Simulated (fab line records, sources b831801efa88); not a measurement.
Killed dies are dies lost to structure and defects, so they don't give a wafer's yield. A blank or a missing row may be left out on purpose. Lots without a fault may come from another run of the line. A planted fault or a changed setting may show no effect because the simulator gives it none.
Chamber matching | flow sky130 | SKY_VIA3_ETCH_15 on rie_diel-03: 4 sister chambers
The step etches SiO2 in C4F8/O2/Ar, stops on TiN, target depth 507 nm, time 78 s. 4 wafers are shown with their chamber, then 11 later ones without.

WAFERS WITH THEIR CHAMBER
wafer  | chamber | oes_product_au (a.u.)
L077.2 | 3       | 0.942
L091.5 | 2       | 0.945
L091.6 | 1       | 0.947
L090.3 | 0       | 0.951

WAFERS WITHOUT THEIR CHAMBER
wafer  | oes_product_au (a.u.)
L090.5 | 0.954
L090.6 | 0.952
L094.3 | 0.947
L094.5 | 0.946
L094.6 | 0.941
L095.1 | 0.948
L095.2 | 0.934
L095.3 | 0.936
L095.4 | 0.949
L095.5 | 0.936
L095.6 | 0.953

WHICH CHAMBER EACH WENT THROUGH
wafer  | from the rows above               | in truth
L090.5 | can't be placed: 0 or 1 or 2      | 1
L090.6 | can't be placed: 0 or 1 or 2      | 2
L094.3 | can't be placed: 1 or 2 or 0 or 3 | 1
L094.5 | can't be placed: 1 or 2 or 3 or 0 | 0
L094.6 | can't be placed: 3 or 2 or 1      | 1
L095.1 | can't be placed: 1 or 0 or 2 or 3 | 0
L095.2 | can't be placed: 3 or 2 or 1      | 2
L095.3 | can't be placed: 3 or 2 or 1      | 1
L095.4 | can't be placed: 0 or 1 or 2 or 3 | 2
L095.5 | can't be placed: 3 or 2 or 1      | 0
L095.6 | can't be placed: 0 or 1 or 2      | 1
Placed correctly: 0 of 11. Can't be placed from these rows: 11 (the true chamber is among the candidates in 10). Placed wrongly: 0.
How it was worked out, from the rows above alone: a wafer's distance from a chamber is the root of the sum, over the readings, of the square of ((its reading less the chamber's mean) divided by the reading's scatter). The wafer belongs to the nearest chamber; if the next one is less than 2 further off, it can't be placed. A chamber's mean is the mean of its shown wafers. The scatter: with one shown wafer a chamber, the root of the mean of the squares of how far each hidden wafer lies from its nearest shown one.
